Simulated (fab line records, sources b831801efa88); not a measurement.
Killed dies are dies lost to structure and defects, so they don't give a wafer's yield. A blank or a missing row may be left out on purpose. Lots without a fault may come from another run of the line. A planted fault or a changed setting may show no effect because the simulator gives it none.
Which tool did it? | flow gf180mcu | 14 lots, 42 wafers sampled, at 4 steps of a route of 602

WHAT THE GAUGES READ, wafer by wafer
The record holds no reading of a measuring or inspecting step that can be judged against a usual standard deviation.

WHICH TOOL RAN EACH LOT (tool, then ch and the chambers of the sampled wafers, then the start)
lot  | GF_V2_CVD_02                    | GF_M3_EXPOSE_11                   | GF_MIM_SPUTTER_00            | GF_MIM_SPUTTER_02
L244 | pecvd-01 ch 1,2, day 19 22:44   | krf_scanner-02 ch 0, day 21 13:48 | pvd_sputter-01, day 25 03:19 | pvd_sputter-01, day 25 03:27
L245 | pecvd-02 ch 0,2, day 20 08:37   | krf_scanner-02 ch 0, day 21 23:22 | pvd_sputter-02, day 25 09:18 | pvd_sputter-02, day 25 09:26
L246 | pecvd-04 ch 0,1,2, day 20 12:20 | krf_scanner-01 ch 0, day 22 03:44 | pvd_sputter-03, day 25 13:58 | pvd_sputter-03, day 25 14:05
L247 | pecvd-04 ch 0,1, day 21 02:55   | krf_scanner-01 ch 0, day 22 16:16 | pvd_sputter-02, day 26 04:42 | pvd_sputter-02, day 26 04:50
L249 | pecvd-02 ch 0,2, day 21 20:34   | krf_scanner-02 ch 0, day 23 09:45 | pvd_sputter-03, day 26 22:57 | pvd_sputter-03, day 26 23:05
L250 | pecvd-04 ch 0,2, day 22 06:53   | krf_scanner-01 ch 0, day 23 19:47 | pvd_sputter-01, day 27 04:26 | pvd_sputter-01, day 27 04:34
L252 | pecvd-02 ch 0,1, day 23 03:55   | krf_scanner-02 ch 0, day 24 15:47 | pvd_sputter-01, day 27 23:29 | pvd_sputter-01, day 27 23:37
L256 | pecvd-01 ch 0,1, day 25 00:17   | krf_scanner-02, day 26 08:45      | -                            | -
L258 | pecvd-01 ch 0,2, day 25 04:56   | krf_scanner-01, day 26 14:39      | -                            | -
L257 | pecvd-02 ch 1,2, day 25 05:31   | krf_scanner-01 ch 0, day 26 15:08 | pvd_sputter-01, day 29 19:28 | pvd_sputter-01, day 29 19:36
L262 | pecvd-01 ch 1,2, day 26 06:13   | krf_scanner-02 ch 0, day 27 16:02 | pvd_sputter-01, day 30 17:14 | pvd_sputter-01, day 30 17:22
L264 | pecvd-01 ch 0,1,2, day 26 23:25 | krf_scanner-02 ch 0, day 28 06:29 | pvd_sputter-02, day 31 08:50 | pvd_sputter-02, day 31 08:58
L265 | pecvd-04 ch 0,1, day 27 05:44   | krf_scanner-02 ch 0, day 28 15:00 | pvd_sputter-01, day 31 13:32 | pvd_sputter-01, day 31 13:40
L266 | pecvd-04 ch 0,1,2, day 27 10:49 | krf_scanner-01 ch 0, day 28 19:04 | pvd_sputter-02, day 31 15:35 | pvd_sputter-02, day 31 15:43
- GF_V2_CVD_02: deposits SiO2 from TEOS, target thk 850 nm, time 94.851 s.
- GF_M3_EXPOSE_11: exposes mask Metal3, target cd 280 nm.
- GF_MIM_SPUTTER_00: material Ti, target thk 37.5 nm, time 150 s.
- GF_MIM_SPUTTER_02: material AlCu, target thk 450 nm, time 23.9 s.

WHAT THE TOOLS THEMSELVES READ (means of the sampled wafers that have a number; where no wafer has one, the mark that the record gives instead)
GF_V2_CVD_02. Usual: heater_power_w 635 W, standard deviation 110.
lot  | tool     | heater_power_w (W) | flag
L244 | pecvd-01 | 609                |
L245 | pecvd-02 | 561                |
L246 | pecvd-04 | 622                |
L247 | pecvd-04 | 655                |
L249 | pecvd-02 | 543                |
L250 | pecvd-04 | 636                |
L252 | pecvd-02 | 532                |
L256 | pecvd-01 | 667                |
L258 | pecvd-01 | 741                |
L257 | pecvd-02 | 590                |
L262 | pecvd-01 | 622                |
L264 | pecvd-01 | 650                |
L265 | pecvd-04 | 704                |
L266 | pecvd-04 | 594                |

GF_M3_EXPOSE_11. Usual: exposure_dose_mJ_cm2 27.987, standard deviation 0.026; focus_offset_nm 0.1 nm, standard deviation 0.51.
lot  | tool           | exposure_dose_mJ_cm2 | focus_offset_nm (nm) | flag
L244 | krf_scanner-02 | 27.970               | 0.2                  |
L245 | krf_scanner-02 | 27.994               | -0.0                 |
L246 | krf_scanner-01 | 27.983               | -0.1                 |
L247 | krf_scanner-01 | 28.031               | -0.5                 |
L249 | krf_scanner-02 | 28.006               | 0.6                  |
L250 | krf_scanner-01 | 27.985               | -0.6                 |
L252 | krf_scanner-02 | 27.990               | 0.2                  |
L256 | krf_scanner-02 | -                    | -                    | OFF
L258 | krf_scanner-01 | -                    | -                    | OFF
L257 | krf_scanner-01 | 27.948               | 0.2                  |
L262 | krf_scanner-02 | 27.985               | 0.1                  |
L264 | krf_scanner-02 | 27.987               | -0.9                 |
L265 | krf_scanner-02 | 28.003               | -0.2                 |
L266 | krf_scanner-01 | 27.991               | -0.6                 |

GF_MIM_SPUTTER_00. Usual: throttle_valve_pct 30.1 %, standard deviation 1.1.
lot  | tool           | throttle_valve_pct (%) | flag
L244 | pvd_sputter-01 | 29.1                   |
L245 | pvd_sputter-02 | 30.2                   |
L246 | pvd_sputter-03 | 29.9                   |
L247 | pvd_sputter-02 | 30.0                   |
L249 | pvd_sputter-03 | 31.3                   |
L250 | pvd_sputter-01 | 29.8                   |
L252 | pvd_sputter-01 | 29.4                   |
L257 | pvd_sputter-01 | 29.0                   |
L262 | pvd_sputter-01 | 28.7                   |
L264 | pvd_sputter-02 | 30.7                   |
L265 | pvd_sputter-01 | 28.3                   |
L266 | pvd_sputter-02 | 29.8                   |

GF_MIM_SPUTTER_02. Usual: throttle_valve_pct 30.1 %, standard deviation 1.1.
lot  | tool           | throttle_valve_pct (%) | flag
L244 | pvd_sputter-01 | 28.9                   |
L245 | pvd_sputter-02 | 30.3                   |
L246 | pvd_sputter-03 | 30.2                   |
L247 | pvd_sputter-02 | 30.1                   |
L249 | pvd_sputter-03 | 31.4                   |
L250 | pvd_sputter-01 | 29.7                   |
L252 | pvd_sputter-01 | 29.6                   |
L257 | pvd_sputter-01 | 29.0                   |
L262 | pvd_sputter-01 | 28.8                   |
L264 | pvd_sputter-02 | 30.9                   |
L265 | pvd_sputter-01 | 28.2                   |
L266 | pvd_sputter-02 | 29.9                   |

THE ANSWER, worked out from the rows above alone
Rule: a lot is off if the mean of its wafers that have a number lies more than 3 standard deviations from the usual mean. A lot without any number at a reading at which 4 lots or more have one is off too. The other lots that the step has rows for count as sound. The gauges are gone through in route order, then the tools' own readings, and for those a lot's mean is taken as printed above. The first step at which some lot is off is used, and at that step the reading that is off furthest; a lot without a number counts as furthest.
Off: L256, L258, at GF_M3_EXPOSE_11 (exposure_dose_mJ_cm2). Without a number there: L256, L258.
A tool fits if, at that step or a process step before it, it ran every lot that is off, and no sound lot after the first of them. None of those tried fits.

WHAT THE SIMULATOR HAD PUT IN
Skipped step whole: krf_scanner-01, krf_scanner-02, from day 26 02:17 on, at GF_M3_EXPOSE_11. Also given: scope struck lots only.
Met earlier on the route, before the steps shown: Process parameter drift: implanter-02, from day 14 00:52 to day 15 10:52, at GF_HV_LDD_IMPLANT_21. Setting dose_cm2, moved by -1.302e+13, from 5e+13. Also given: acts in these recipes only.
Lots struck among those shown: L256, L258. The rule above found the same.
